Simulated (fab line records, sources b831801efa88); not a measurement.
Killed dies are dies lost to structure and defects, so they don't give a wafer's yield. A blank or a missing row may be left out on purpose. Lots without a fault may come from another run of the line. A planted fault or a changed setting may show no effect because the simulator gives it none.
A struck lot beside a sound one | flow gf180mcu | 40 steps out of a route of 602
Sound: wafers L216.4, L216.5, L216.6. Struck: wafers L232.2, L232.5, L232.6. The cause comes at the end.
At each step with rows: each side's tool, then ch and its chambers, then its first start. Under that, the readings that differ: sound wafers | struck wafers | difference of the means | sigmas: that difference in standard deviations of wafers without a fault.
alike: readings whose means differ by less than 2 such deviations, and words and numbers that are the same on both sides. not compared: withheld readings, readings that some wafer has no value for, bounds like >300 that may hide the same value, and numbers for which the record gives no deviation and whose values overlap.
The two part at a step that has a row with sigmas, a row that says differs or no value, or rows on one side only. Numbers that don't overlap but have no deviation are shown without sigmas and don't part them. A reading that every wafer of one side lacks parts them only if that side has two wafers or more.

GF_V4_RS_MEAS_24: measures by four-point-probe.
  sound on film_metro-02, day 25 05:02; struck on film_metro-01, day 29 22:27
  alike: V4_W_RS
GF_V4_THK_MEAS_25: measures by xrf.
  sound on film_metro-02, day 25 05:08; struck on film_metro-01, day 29 22:34
  alike: V4_W_THK
GF_V4_CMP_26: polishes, stops on SiO2, t overpolish 15 s, target thk 0 nm.
  sound on cmp-01 ch 1,2,3, day 25 05:16; struck on cmp-02 ch 0,1,2, day 29 22:46
  alike: edge_zone_pressure_frac, motor_current_A, overpolish_run_s, time_to_endpoint_s
then, 3 steps without rows for these wafers: GF_MIM_SPUTTER_00 (material Ti, target thk 37.5 nm, time 150 s); GF_MIM_SPUTTER_01 (material TiN, target thk 30 nm, time 25 s); GF_MIM_SPUTTER_02 (material AlCu, target thk 450 nm, time 23.9 s).
GF_MIM_SPUTTER_03: material Ti, target thk 10 nm, time 6.7 s.
  sound on pvd_sputter-04, day 25 05:38; struck on pvd_sputter-02, day 29 23:04
  alike: cathode_dc_power_W, throttle_valve_pct
then, 2 steps without rows for these wafers: GF_MIM_SPUTTER_04 (material TiN, target thk 50 nm, time 41.7 s); GF_MIM_CVD_05 (deposits Si3N4, target thk 42 nm, time 29.086 s).
GF_MIM_THK_MEAS_06:
  sound on film_metro-03, day 25 05:45; struck on film_metro-01, day 29 23:16
  alike: MIM_CVD_05_THK
then, 2 steps without rows for these wafers: GF_MIM_SPUTTER_07 (material TiN, target thk 60 nm, time 50 s); GF_MIM_SPUTTER_08 (material AlCu, target thk 200 nm, time 10.6 s).
GF_MIM_SPUTTER_09: material TiN, target thk 35 nm, time 29.2 s.
  sound on pvd_sputter-02, day 25 05:50; struck on pvd_sputter-01, day 29 23:23
  reading                                 | sound             | struck            | difference | sigmas
  model.TiN_of_MIM_SPUTTER_09.thk_nm (nm) | 34.45 34.18 35.04 | 36.43 36.62 36.86 | +2.08      |
  alike: cathode_dc_power_W, throttle_valve_pct
GF_MIM_RS_MEAS_10: measures by four-point-probe.
  sound on film_metro-04, day 25 05:56; struck on film_metro-03, day 29 23:26
  alike: MIM_ALCU_RS
GF_MIM_THK_MEAS_11: measures by xrf.
  sound on film_metro-04, day 25 06:02; struck on film_metro-03, day 29 23:33
  alike: MIM_ALCU_THK
then, 8 steps without rows for these wafers: GF_MIM_DEHYDRATE_12 (time 60 s); GF_MIM_HMDS_13 (prime time 60 s); GF_MIM_COAT_14 (resist thk 1000 nm); GF_MIM_SOFTBAKE_15 (time 60 s); GF_MIM_EXPOSE_16 (exposes mask FuseTop, target cd 2000 nm); GF_MIM_PEB_17; GF_MIM_DEVELOP_18 (develop time 60 s); GF_MIM_METAL_ETCH_19 (etches the open film in Cl2/BCl3, stops on Si3N4, target depth 324.5 nm, time 54.1 s).
GF_MIM_STRIP_20: strips in O2/N2.
  sound on plasma_asher-03 ch 0,1, day 26 03:29; struck on plasma_asher-04 ch 0,1, day 30 17:28
  alike: chamber_pressure_mTorr, drypump_motor_current_A, heater_power_w, oes_product_au, strip_time_to_endpoint_s
  not compared: rf_hours_counter_h
then, 9 steps without rows for these wafers: GF_MIM_STRIP_21 (strips in post etch residue remover, time 1200 s); GF_MIM_CLEAN_22 (cleans in DIW); GF_M5_DEHYDRATE_00 (time 60 s); GF_M5_HMDS_01 (prime time 60 s); GF_M5_COAT_02 (resist thk 1000 nm); GF_M5_SOFTBAKE_03 (time 60 s); GF_M5_EXPOSE_04 (exposes mask Metal5, target cd 280 nm); GF_M5_PEB_05 (peb time 90 s); GF_M5_DEVELOP_06 (develop time 60 s).
GF_M5_CD_MEAS_07: target cd 280 nm.
  sound on cd_sem-01, day 27 00:52; struck on cd_sem-01, day 31 11:52
  alike: cd_nm
GF_M5_OVL_MEAS_08:
  sound on overlay-01, day 27 00:56; struck on overlay-01, day 31 11:58
  reading     | sound     | struck | difference | sigmas
  M5_OVL (nm) | -8 -8 -11 | 2 1 2  | +11        | +2
then, 1 step without rows for these wafers: GF_M5_ETCH_09 (etches Si3N4 in CF4/O2, target depth 52 nm, time 11.6 s).
GF_M5_METAL_ETCH_10: etches the open film in Cl2/BCl3, stops on SiO2, target depth 627.5 nm, time 104.6 s.
  sound on rie_metal-01 ch 0,1, day 27 01:01; struck on rie_metal-04 ch 0,1, day 31 12:02
  alike: chamber_pressure_mTorr, drypump_motor_current_A, mfc_cl2_sccm, oes_product_au, rf_fwd_power_W, throttle_valve_pct
  not compared: rf_hours_counter_h
GF_M5_STRIP_11: strips in O2/N2.
  sound on plasma_asher-01 ch 0,1, day 27 01:07; struck on plasma_asher-01 ch 0,1, day 31 12:08
  alike: chamber_pressure_mTorr, drypump_motor_current_A, heater_power_w, oes_product_au, strip_time_to_endpoint_s
  not compared: rf_hours_counter_h
GF_M5_STRIP_12: strips in post etch residue remover, time 1200 s.
  sound on wet_bench-04 ch 2, day 27 01:11; struck on wet_bench-01 ch 2, day 31 12:14
  reading                                 | sound            | struck           | difference | sigmas
  model.TiN_of_MIM_SPUTTER_09.thk_nm (nm) | 33.61 33.34 34.2 | 35.6 35.79 36.02 | +2.1       |
then, 1 step without rows for these wafers: GF_M5_CLEAN_13 (cleans in DIW).

WHERE THEY PART
Only at GF_M5_OVL_MEAS_08, within this record. Later steps at which nothing parts them and some readings are alike: GF_M5_METAL_ETCH_10, GF_M5_STRIP_11.

WHY: what the simulator had put in
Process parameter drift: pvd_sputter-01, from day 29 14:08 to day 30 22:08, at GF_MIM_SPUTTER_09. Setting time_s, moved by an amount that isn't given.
